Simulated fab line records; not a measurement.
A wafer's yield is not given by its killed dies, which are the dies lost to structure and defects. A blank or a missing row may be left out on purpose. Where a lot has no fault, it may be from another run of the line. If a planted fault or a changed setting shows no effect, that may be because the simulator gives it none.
The tool behind it: which one? || flow sky130 || 10 lots with 30 wafers sampled at 5 steps, on a route of 708 steps

== WHAT EACH GAUGE READ, for each wafer ==
SKY_VIA1_THK_MEAS_23: measures by xrf. Usual: VIA1_W_THK typically reads 268 nm, with standard deviation 5.4.
{"lot": "L379", "measured": "day 34 02:51", "on": "filmMetro-01", "VIA1_W_THK (nm)": "266 268 268", "flag": ""}
{"lot": "L381", "measured": "day 34 14:04", "on": "filmMetro-04", "VIA1_W_THK (nm)": "268 271 271", "flag": ""}
{"lot": "L380", "measured": "day 34 21:32", "on": "filmMetro-04", "VIA1_W_THK (nm)": "268 268 279", "flag": ""}
{"lot": "L388", "measured": "day 37 08:57", "on": "filmMetro-03", "VIA1_W_THK (nm)": "264 261 268", "flag": ""}
{"lot": "L389", "measured": "day 37 11:13", "on": "filmMetro-03", "VIA1_W_THK (nm)": "261 262 260", "flag": ""}
{"lot": "L393", "measured": "day 38 17:26", "on": "filmMetro-04", "VIA1_W_THK (nm)": "265 267 268", "flag": ""}
{"lot": "L396", "measured": "day 39 20:15", "on": "filmMetro-01", "VIA1_W_THK (nm)": "267 272 271", "flag": ""}
{"lot": "L398", "measured": "day 40 04:13", "on": "filmMetro-03", "VIA1_W_THK (nm)": "274 267 278", "flag": ""}
{"lot": "L400", "measured": "day 40 14:27", "on": "filmMetro-03", "VIA1_W_THK (nm)": "261 274 264", "flag": ""}
{"lot": "L402", "measured": "day 41 02:10", "on": "filmMetro-01", "VIA1_W_THK (nm)": "277 265 278", "flag": ""}

SKY_METAL4_CD_MEAS_13: target cd 300 nm. Usual: 300.3 nm for cdNm, sd 1.6.
{"lot": "L379", "measured": "day 41 20:20", "on": "cdSem-02", "cdNm (nm)": "299.7 300.1 298.4", "flag": ""}
{"lot": "L381", "measured": "day 42 07:50", "on": "cdSem-01", "cdNm (nm)": "300.2 300.7 300.9", "flag": ""}
{"lot": "L380", "measured": "day 42 16:11", "on": "cdSem-02", "cdNm (nm)": "296.9 297.3 298.1", "flag": ""}
{"lot": "L388", "measured": "day 44 17:01", "on": "cdSem-02", "cdNm (nm)": "296.9 297.4 285.1", "flag": "OFF"}
{"lot": "L389", "measured": "day 44 19:24", "on": "cdSem-01", "cdNm (nm)": "298.3 296.7 285.2", "flag": "OFF"}
{"lot": "L393", "measured": "day 45 23:10", "on": "cdSem-02", "cdNm (nm)": "301.4 300.2 299.0", "flag": ""}
{"lot": "L396", "measured": "day 46 21:05", "on": "cdSem-02", "cdNm (nm)": "300.5 301.5 301.1", "flag": ""}
{"lot": "L398", "measured": "day 47 03:32", "on": "cdSem-02", "cdNm (nm)": "303.4 302.9 300.4", "flag": ""}
{"lot": "L400", "measured": "day 47 11:37", "on": "cdSem-02", "cdNm (nm)": "301.7 300.7 300.8", "flag": ""}
{"lot": "L402", "measured": "day 47 20:28", "on": "cdSem-02", "cdNm (nm)": "299.8 301.5 300.5", "flag": ""}

== EACH LOT AND THE TOOL THAT RAN IT (in order: tool; ch and the chambers of the sampled wafers; start) ==
{"lot": "L379", "SKY_CONTACT_ETCH_18": "rieDiel-01 ch 0,2,3, day 32 20:58 or earlier", "SKY_METAL1_STRIP_20": "plasmaAsher-03 ch 0,1, day 32 20:58", "SKY_METAL4_EXPOSE_10": "krfScanner-01 ch 0, day 41 08:47"}
{"lot": "L381", "SKY_CONTACT_ETCH_18": "rieDiel-04 ch 1,2,3, day 33 09:37 or earlier", "SKY_METAL1_STRIP_20": "plasmaAsher-03 ch 0,1, day 33 09:37", "SKY_METAL4_EXPOSE_10": "krfScanner-02 ch 0, day 41 20:04"}
{"lot": "L380", "SKY_CONTACT_ETCH_18": "rieDiel-04 ch 0,1, day 33 16:16 or earlier", "SKY_METAL1_STRIP_20": "plasmaAsher-01 ch 0,1, day 33 16:16", "SKY_METAL4_EXPOSE_10": "krfScanner-01 ch 0, day 42 04:40"}
{"lot": "L388", "SKY_CONTACT_ETCH_18": "rieDiel-02 ch 0,3, day 36 04:52 or earlier", "SKY_METAL1_STRIP_20": "plasmaAsher-04 ch 0,1, day 36 04:52", "SKY_METAL4_EXPOSE_10": "krfScanner-02 ch 0, day 44 05:54"}
{"lot": "L389", "SKY_CONTACT_ETCH_18": "rieDiel-02 ch 0,1,2, day 36 07:02 or earlier", "SKY_METAL1_STRIP_20": "plasmaAsher-03 ch 0, day 36 07:02", "SKY_METAL4_EXPOSE_10": "krfScanner-02 ch 0, day 44 08:40"}
{"lot": "L393", "SKY_CONTACT_ETCH_18": "rieDiel-02 ch 0,3, day 37 13:28 or earlier", "SKY_METAL1_STRIP_20": "plasmaAsher-04 ch 0,1, day 37 13:28", "SKY_METAL4_EXPOSE_10": "krfScanner-01 ch 0, day 45 13:18"}
{"lot": "L396", "SKY_CONTACT_ETCH_18": "rieDiel-02 ch 0,1,2, day 38 17:25 or earlier", "SKY_METAL1_STRIP_20": "plasmaAsher-04 ch 0,1, day 38 17:25", "SKY_METAL4_EXPOSE_10": "krfScanner-01 ch 0, day 46 11:32"}
{"lot": "L398", "SKY_CONTACT_ETCH_18": "rieDiel-02 ch 0,1,2, day 39 00:50 or earlier", "SKY_METAL1_STRIP_20": "plasmaAsher-03 ch 0,1, day 39 00:50", "SKY_METAL4_EXPOSE_10": "krfScanner-01 ch 0, day 46 17:17"}
{"lot": "L400", "SKY_CONTACT_ETCH_18": "rieDiel-01 ch 2,3, day 39 11:14 or earlier", "SKY_METAL1_STRIP_20": "plasmaAsher-04 ch 0,1, day 39 11:14", "SKY_METAL4_EXPOSE_10": "krfScanner-01 ch 0, day 47 01:34"}
{"lot": "L402", "SKY_CONTACT_ETCH_18": "rieDiel-04 ch 0,2,3, day 39 22:34 or earlier", "SKY_METAL1_STRIP_20": "plasmaAsher-03 ch 0,1, day 39 22:34", "SKY_METAL4_EXPOSE_10": "krfScanner-02 ch 0, day 47 10:51"}
- SKY_CONTACT_ETCH_18: etches Si3N4 in CHF3/O2, stops on TiN, time 39 s, target depth 75 nm.
- SKY_METAL1_STRIP_20: strips in O2/N2.
- SKY_METAL4_EXPOSE_10: exposes mask MM4, target cd 300 nm.

== AS READ BY THE TOOLS THEMSELVES (means over the sampled wafers that have a number; for cases with no such wafer, the mark the record gives instead) ==
SKY_CONTACT_ETCH_18. Usual: drypumpMotorCurrentA 5.7 A, standard deviation 0.45; oesProductAu 0.855 a.u., standard deviation 0.0078; throttleValvePct 8.794 %, standard deviation 0.0096.
{"lot": "L379", "tool": "rieDiel-01", "drypumpMotorCurrentA (A)": 5.6, "oesProductAu (a.u.)": 0.855, "throttleValvePct (%)": 8.797, "flag": ""}
{"lot": "L381", "tool": "rieDiel-04", "drypumpMotorCurrentA (A)": 5.7, "oesProductAu (a.u.)": 0.861, "throttleValvePct (%)": 8.798, "flag": ""}
{"lot": "L380", "tool": "rieDiel-04", "drypumpMotorCurrentA (A)": 5.3, "oesProductAu (a.u.)": 0.845, "throttleValvePct (%)": 8.797, "flag": ""}
{"lot": "L388", "tool": "rieDiel-02", "drypumpMotorCurrentA (A)": 5.3, "oesProductAu (a.u.)": 0.858, "throttleValvePct (%)": 8.792, "flag": ""}
{"lot": "L389", "tool": "rieDiel-02", "drypumpMotorCurrentA (A)": 5.8, "oesProductAu (a.u.)": 0.852, "throttleValvePct (%)": 8.790, "flag": ""}
{"lot": "L393", "tool": "rieDiel-02", "drypumpMotorCurrentA (A)": 5.3, "oesProductAu (a.u.)": 0.859, "throttleValvePct (%)": 8.801, "flag": ""}
{"lot": "L396", "tool": "rieDiel-02", "drypumpMotorCurrentA (A)": 5.9, "oesProductAu (a.u.)": 0.853, "throttleValvePct (%)": 8.790, "flag": ""}
{"lot": "L398", "tool": "rieDiel-02", "drypumpMotorCurrentA (A)": 5.8, "oesProductAu (a.u.)": 0.860, "throttleValvePct (%)": 8.785, "flag": ""}
{"lot": "L400", "tool": "rieDiel-01", "drypumpMotorCurrentA (A)": 5.6, "oesProductAu (a.u.)": 0.866, "throttleValvePct (%)": 8.788, "flag": ""}
{"lot": "L402", "tool": "rieDiel-04", "drypumpMotorCurrentA (A)": 5.9, "oesProductAu (a.u.)": 0.857, "throttleValvePct (%)": 8.801, "flag": ""}

SKY_METAL1_STRIP_20. Usual: drypumpMotorCurrentA 5.57 A, standard deviation 0.15; oesProductAu 0.342 a.u., standard deviation 0.005; stripTimeToEndpointS 2.70 s, standard deviation 0.04.
{"lot": "L379", "tool": "plasmaAsher-03", "drypumpMotorCurrentA (A)": 5.55, "oesProductAu (a.u.)": 0.341, "stripTimeToEndpointS (s)": 2.66, "flag": ""}
{"lot": "L381", "tool": "plasmaAsher-03", "drypumpMotorCurrentA (A)": 5.56, "oesProductAu (a.u.)": 0.342, "stripTimeToEndpointS (s)": 2.69, "flag": ""}
{"lot": "L380", "tool": "plasmaAsher-01", "drypumpMotorCurrentA (A)": 5.55, "oesProductAu (a.u.)": 0.343, "stripTimeToEndpointS (s)": 2.67, "flag": ""}
{"lot": "L388", "tool": "plasmaAsher-04", "drypumpMotorCurrentA (A)": 5.52, "oesProductAu (a.u.)": 0.342, "stripTimeToEndpointS (s)": 2.74, "flag": ""}
{"lot": "L389", "tool": "plasmaAsher-03", "drypumpMotorCurrentA (A)": 5.53, "oesProductAu (a.u.)": 0.339, "stripTimeToEndpointS (s)": 2.69, "flag": ""}
{"lot": "L393", "tool": "plasmaAsher-04", "drypumpMotorCurrentA (A)": 5.50, "oesProductAu (a.u.)": 0.341, "stripTimeToEndpointS (s)": 2.68, "flag": ""}
{"lot": "L396", "tool": "plasmaAsher-04", "drypumpMotorCurrentA (A)": 5.52, "oesProductAu (a.u.)": 0.337, "stripTimeToEndpointS (s)": 2.68, "flag": ""}
{"lot": "L398", "tool": "plasmaAsher-03", "drypumpMotorCurrentA (A)": 5.57, "oesProductAu (a.u.)": 0.341, "stripTimeToEndpointS (s)": 2.67, "flag": ""}
{"lot": "L400", "tool": "plasmaAsher-04", "drypumpMotorCurrentA (A)": 5.53, "oesProductAu (a.u.)": 0.347, "stripTimeToEndpointS (s)": 2.73, "flag": ""}
{"lot": "L402", "tool": "plasmaAsher-03", "drypumpMotorCurrentA (A)": 5.56, "oesProductAu (a.u.)": 0.342, "stripTimeToEndpointS (s)": 2.67, "flag": ""}

== THE ANSWER, worked out from the rows above alone ==
Rule: take the mean of a lot's wafers that have a number; if it is more than 3 standard deviations from the usual mean, the lot is off. A lot without any number at a reading at which 4 lots or more have one is off too. The other lots that the step has rows for count as sound. Order of review: gauges by route order, followed by the tools' own readings, for which a lot's mean as printed above is used. At the first step where some lot is off, the reading lying furthest off is the one used; lots without a number count as furthest.
Off, at SKY_METAL4_CD_MEAS_13 on cdNm: L388, L389.
A tool fits if, at a process step before that reading, it ran every lot that is off, and no sound lot after the first of them. Those tools and the gauges at SKY_METAL4_CD_MEAS_13 are tried in the same way. SKY_CONTACT_ETCH_18: start missing for some lots; hours and lot order therefore follow SKY_METAL1_STRIP_20. No candidate that was tried fits.

== WHAT HAD BEEN PUT IN BY THE SIMULATOR ==
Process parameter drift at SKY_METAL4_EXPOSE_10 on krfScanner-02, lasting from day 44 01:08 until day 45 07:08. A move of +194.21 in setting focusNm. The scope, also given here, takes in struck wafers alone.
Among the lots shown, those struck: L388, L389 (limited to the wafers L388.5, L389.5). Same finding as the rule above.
